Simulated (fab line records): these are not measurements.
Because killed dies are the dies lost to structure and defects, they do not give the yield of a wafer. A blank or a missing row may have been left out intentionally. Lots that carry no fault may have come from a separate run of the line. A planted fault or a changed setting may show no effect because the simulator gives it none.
Which tool is to blame? | flow gf180mcu | 7 lots with 21 wafers sampled at 2 steps, on a route of 602 steps

== WHAT EACH GAUGE READ, for each wafer ==
GF_NSD_OVL_MEAS_08.
lot  | measured     | on         | NSD_OVL (nm)
L433 | day 13 21:12 | overlay-02 | 0.4 0.6 0.6
L435 | day 14 12:39 | overlay-02 | -1.6 1.3 0.6
L437 | day 15 10:25 | overlay-01 | -0.3 -2.0 -1.8
L442 | day 17 04:49 | overlay-02 | -1.3 0.3 -0.7
L445 | day 18 03:34 | overlay-01 | 1.1 1.7 -0.1
L447 | day 18 23:16 | overlay-01 | 0.4 -1.2 -1.4
L451 | day 20 02:46 | overlay-02 | 1.4 0.8 -0.6

== TOOL THAT RAN EACH LOT (tool first, then ch and the chambers of the sampled wafers, then the start) ==
lot  | GF_HV_LDD_RTA_52
L433 | rtp-anneal-02 ch 0, day 12 22:25
L435 | rtp-anneal-02 ch 0, day 13 13:36
L437 | rtp-anneal-02 ch 0, day 14 09:40
L442 | rtp-anneal-02 ch 0, day 16 04:07
L445 | rtp-anneal-02 ch 0, day 16 23:55
L447 | rtp-anneal-02 ch 0, day 17 19:51
L451 | rtp-anneal-01 ch 0, day 18 23:33
- GF_HV_LDD_RTA_52: time 10 s.

== THE ANSWER, worked out from the rows above alone ==
Rule: the usual values come from the lots themselves. The widest of any qualifying gaps counts: lots, ordered by their means at a reading, are off when they make up no more than a third of the lots, leave a main group of 4 or more, and stand apart from it by 3 or more times the standard deviation of that group's means. The tables above print the reading to a certain number of digits; a main group whose means all agree to those digits is not used. Also off: a lot with no number at a reading for which 4 or more lots have one. Any other lot the step has rows for is counted as sound.
None of the lots is off at any reading shown; this tells nothing.

== WHAT THE SIMULATOR PUT IN ==
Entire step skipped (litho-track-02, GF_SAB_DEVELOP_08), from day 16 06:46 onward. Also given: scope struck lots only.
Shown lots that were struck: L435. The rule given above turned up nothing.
